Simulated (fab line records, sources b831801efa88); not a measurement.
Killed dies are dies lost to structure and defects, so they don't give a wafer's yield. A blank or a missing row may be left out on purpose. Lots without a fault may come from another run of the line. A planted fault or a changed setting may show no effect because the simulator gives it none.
Which tool did it? | flow gf180mcu | 8 lots, 24 wafers sampled, at 2 steps of a route of 602

WHAT THE GAUGES READ, wafer by wafer
GF_VT_IMPLANT_TW_MEAS_43.
lot  | measured     | on            | VT_IMPLANT_4_TW
L259 | day 7 21:28  | film_metro-02 | 689 689 690
L263 | day 8 21:28  | film_metro-02 | 693 694 693
L265 | day 9 09:49  | film_metro-02 | 684 689 682
L267 | day 10 00:31 | film_metro-04 | 686 686 684
L269 | day 10 16:30 | film_metro-02 | 695 691 691
L271 | day 11 03:17 | film_metro-02 | 686 689 685
L275 | day 12 05:25 | film_metro-01 | 504 506 507 506 508 504
L277 | day 12 21:22 | film_metro-02 | 513 511 511 511 511 509

WHICH TOOL RAN EACH LOT (tool, then ch and the chambers of the sampled wafers, then the start)
lot  | GF_VT_IMPLANT_IMPLANT_41
L259 | implanter-03 ch 0, day 7 21:13
L263 | implanter-02 ch 0, day 8 21:14
L265 | implanter-02 ch 0, day 9 09:35
L267 | implanter-03 ch 0, day 10 00:16
L269 | implanter-02 ch 0, day 10 16:15
L271 | implanter-03 ch 0, day 11 03:02
L275 | implanter-03 ch 0, day 12 05:10
L277 | implanter-03 ch 0, day 12 21:08
- GF_VT_IMPLANT_IMPLANT_41

THE ANSWER, worked out from the rows above alone
Rule: what is usual is taken from the lots themselves. Put in order of their means at a reading, lots are off if they are a third of the lots or fewer, leave a main group of 4 or more, and stand apart from it by a gap of 3 or more times the standard deviation of the main group's means; of several such gaps the widest counts. A main group whose means are all the same, to the digits that the tables above print for the reading, isn't used. A lot without any number at a reading at which 4 lots or more have one is off too. The other lots that the step has rows for count as sound.
Off: L275, L277, at GF_VT_IMPLANT_TW_MEAS_43 (VT_IMPLANT_4_TW). The main group: mean 689, standard deviation 3.3.
A tool fits if, at a process step before that reading, it ran every lot that is off, and no sound lot after the first of them. The gauges at GF_VT_IMPLANT_TW_MEAS_43 are tried like those tools. One fits: implanter-03 at GF_VT_IMPLANT_IMPLANT_41. Its last sound lot is L271 (day 11 03:02), its first lot that is off L275 (day 12 05:10): a fault that began between those two fits.

WHAT THE SIMULATOR HAD PUT IN
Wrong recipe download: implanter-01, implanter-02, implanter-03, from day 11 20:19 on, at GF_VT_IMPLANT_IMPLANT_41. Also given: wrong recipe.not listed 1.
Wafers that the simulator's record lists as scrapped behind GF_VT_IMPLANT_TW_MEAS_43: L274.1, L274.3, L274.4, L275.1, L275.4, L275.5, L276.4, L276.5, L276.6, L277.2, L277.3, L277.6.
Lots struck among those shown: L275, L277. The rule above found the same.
